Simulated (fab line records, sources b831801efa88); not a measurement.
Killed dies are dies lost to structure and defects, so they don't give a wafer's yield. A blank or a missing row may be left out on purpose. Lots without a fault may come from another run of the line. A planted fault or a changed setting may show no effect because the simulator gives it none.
fab line records | flow sky130
record lots=14 wafers=42 last_day=50
route steps=708 shown METAL4@635 PAD_OPEN@708
lots that met no fault: from a run of the same line without faults
start_h: hours from the record's first day to the start of the lot's first wafer shown | wait_h: hours since the lot's step before | " the same as in the row above | L1.1+2: a row that stands for several wafers | - no value, or no start given | * or withheld: withheld | < > ~ a bound
route shown NAME@n: a module of which the file shows steps, and the number in the route of the first | usual: mean/standard deviation of fault-free wafers | same: alike in all rows | chamber/n: place in a boat | sites: the reading at each site | _std_site: their standard deviation | _edge_site: outer sites' mean less inner sites' | radius_mm: how far each site lies from the wafer's centre | mask NAME#n: copy n | behind: the tool/chamber that last shaped the wafer | hold: why the lot was held/for how many hours/how that ended | device: the transistor (n, p or np) that didn't switch | end of line: the same wafers' tests at the end of the route | a step without rows: its recipe alone | killed: dies lost to structure and defects at the first sort, not the wafer's yield | map: a wafer's dies, x killed, . not, _ none there
set.NAME: the setting as run; set.NAME@STEP: as run at that earlier step | model.NAME: the simulator's own value behind a step, which no gauge read
steps of the route over a sample of lots; a table a step, a row a wafer
services: from which hour (start_h, from the record's first day; less than 0 if before it) a tool's chamber was out of use, for how many hours, and why
## steps
# step SKY_METAL4_STRIP_19
# recipe chemistry=O2/N2 power_w=1400 pressure_mtorr=1500 platen_temp_c=withheld o2_flow_sccm=3000 n2_flow_sccm=300 overash_fraction=0.5
# usual drypump_motor_current_A=5.9/0.58 oes_product_au=0.502/0.0055 overash_fraction=0.5/0 strip_time_to_endpoint_s=6.54/0.085
# columns lot.wafer tool chamber start_h wait_h drypump_motor_current_A oes_product_au overash_fraction rf_hours_counter_h strip_time_to_endpoint_s
L728.1 plasma_asher-04 0 969.38 0.1 6.6 0.505 0.5 117 6.64
L728.4 " 0 " " 6.6 0.508 0.5 - 6.63
L728.6 " 0 " " 6.6 0.511 0.5 - 6.64
L729.1 plasma_asher-03 0 983.22 0.3 6.3 0.496 0.5 23 6.41
L729.3 " 1 " " 5.7 0.502 0.5 - 6.44
L729.4 " 0 " " 6.3 0.495 0.5 - 6.40
L732.1 plasma_asher-01 0 1008.38 0.1 4.9 0.502 0.5 56 6.49
L732.3 " 0 " " 4.9 0.506 0.5 - 6.51
L732.5 " 0 " " 4.9 0.501 0.5 - 6.53
L731.1 plasma_asher-01 0 1009.71 0.1 4.9 0.499 0.5 57 6.58
L731.3 " 0 " " 4.9 0.493 0.5 - 6.46
L731.6 " 0 " " 4.9 0.501 0.5 - 6.59
L734.1 plasma_asher-04 0 1024.57 0.1 6.6 0.502 0.5 123 6.52
L734.2 " 1 " " 5.8 0.495 0.5 123 6.46
L734.5 " 1 " " 5.8 0.493 0.5 - 6.54
L735.2 plasma_asher-04 1 1028.32 0.1 5.8 0.502 0.5 123 6.43
L735.4 " 1 " " 5.8 0.494 0.5 - 6.39
L735.5 " 0 " " 6.6 0.492 0.5 - 6.39
L736.2 plasma_asher-01 1 1033.67 0.1 6.3 0.489 0.5 59 6.36
L736.4 " 0 " " 4.9 0.502 0.5 - 6.34
L736.6 " 0 " " 4.9 0.502 0.5 - 6.49
L737.3 plasma_asher-03 0 1039.71 0.1 6.3 0.491 0.5 - 6.49
L737.5 " 0 " " 6.3 0.507 0.5 - 6.42
L737.6 " 1 " " 5.7 0.505 0.5 - 6.53
L738.1 plasma_asher-01 0 1049.47 0.1 4.9 0.512 0.5 61 6.64
L738.2 " 1 " " 6.3 0.507 0.5 61 6.52
L738.5 " 0 " " 4.9 0.501 0.5 - 6.58
L746.1 plasma_asher-03 1 1088.42 0.1 5.7 0.506 0.3 33 6.58
L746.2 " 0 " " 6.3 0.516 0.3 33 6.64
L746.4 " 1 " " 5.7 0.493 0.3 - 6.52
L748.3 plasma_asher-03 1 1108.61 0.1 5.7 0.500 0.3 - 6.58
L748.5 " 1 " " 5.7 0.507 0.3 - 6.73
L748.6 " 0 " " 6.3 0.509 0.3 - 6.63
L749.1 plasma_asher-04 1 1118.63 0.1 5.8 0.504 0.5 5 6.63
L749.3 " 0 " " 6.6 0.505 0.5 - 6.62
L749.6 " 0 " " 6.6 0.510 0.5 - 6.60
L750.1 plasma_asher-04 0 1125.08 0.1 6.6 0.498 0.5 6 6.52
L750.2 " 1 " " 5.8 0.500 0.5 6 6.55
L750.4 " 0 " " 6.6 0.500 0.5 - 6.55
L751.1 plasma_asher-04 1 1131.73 0.1 5.8 0.501 0.5 7 6.48
L751.2 " 0 " " 6.6 0.502 0.5 7 6.56
L751.4 " 1 " " 5.8 0.508 0.5 - 6.54
# step SKY_PAD_OPEN_PROBE_99
# usual defect_limited_yield=82.4/1.9 killed_at_M0_to_M3=44/7.2 killed_at_M4_up=3.4/2.1 killed_at_contacts=24/5.5 killed_at_front_end=15/4.6 killed_at_other=0.4/0.64 killed_dies=86/9.1 killed_open=47/7.5 killed_short=39/5.8 sort_bin_3_pad_short=0.9/0.41 sort_bin_5_function=10.4/1.5 sort_bin_6_memory=6.3/1.2 sort_n_pass=406/9.1 sort_yield_pct=82.4/1.9
# same gross_dies=492 killed_at_back_side=0 sort_bin_4_leakage[%]=0 sort_bin_8_speed[%]=0
# columns lot.wafer tool chamber start_h wait_h defect_limited_yield[%] killed_at_M0_to_M3 killed_at_M4_up killed_at_contacts killed_at_front_end killed_at_other killed_dies killed_open killed_short sort_bin_3_pad_short[%] sort_bin_5_function[%] sort_bin_6_memory[%] sort_n_pass sort_yield_pct[%]
L749.1 prober-02 - 1194.11 0.1 83.1 45 2 21 15 0 83 44 39 0.6 9.6 6.7 409 83.1
L749.6 prober-02 - 1194.36 0.2 82.3 37 1 24 25 0 87 45 42 0.4 11.2 6.1 405 82.3
# killed by level:class
L749.1 VIA1:geometric_particle:open=9 CONTACT:geometric_particle:open=8 VIA2:geometric_particle:open=7 METAL2:geometric_particle:short=6 CONTACT:geometric_particle:short=5 VIA3:geometric_particle:open=5 FIELD_ISO:geometric_particle:open=4 LOCAL_INTERCONNECT:geometric_particle:short=4
L749.6 FIELD_ISO:geometric_particle:short=11 CONTACT:geometric_particle:open=11 FIELD_ISO:geometric_particle:open=6 LOCAL_INTERCONNECT:geometric_particle:short=6 VIA2:geometric_particle:open=6 METAL3:geometric_particle:short=6 VIA3:geometric_particle:open=6 LI_CONTACT:geometric_particle:open=5
## services
# columns tool chamber start_h hours kind
plasma_asher-03 - 996.09 14.6 pm
plasma_asher-03 - 1044.74 4.0 pm
plasma_asher-04 - 1053.14 1.4 repair
plasma_asher-04 - 1055.25 9.0 pm
plasma_asher-04 0 1055.25 9.0 vent_cycle
plasma_asher-04 1 1055.25 9.0 vent_cycle
plasma_asher-04 0 1064.25 - clean
plasma_asher-04 1 1064.25 - clean
plasma_asher-04 - 1075.68 1.8 repair
plasma_asher-01 - 1092.69 3.5 repair
plasma_asher-03 - 1096.82 2.1 repair
plasma_asher-01 - 1122.79 40.5 pm
## key
first_sign step=SKY_METAL4_STRIP_19 reading=overash_fraction direction=down sigmas=99+ usual=0.5 struck=0.3
effect none on later readings
met_at SKY_METAL4_STRIP_19
struck_lots L746,L748
onset_between 1039.71 1088.42
fault kind=process_parameter_drift tool=plasma_asher-03 chamber=- onset_h=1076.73 steps=SKY_METAL4_STRIP_19 channel=overash_fraction offset=-0.2 shape=step end_h=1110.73 acts_in=these_recipes_only stated=0.5
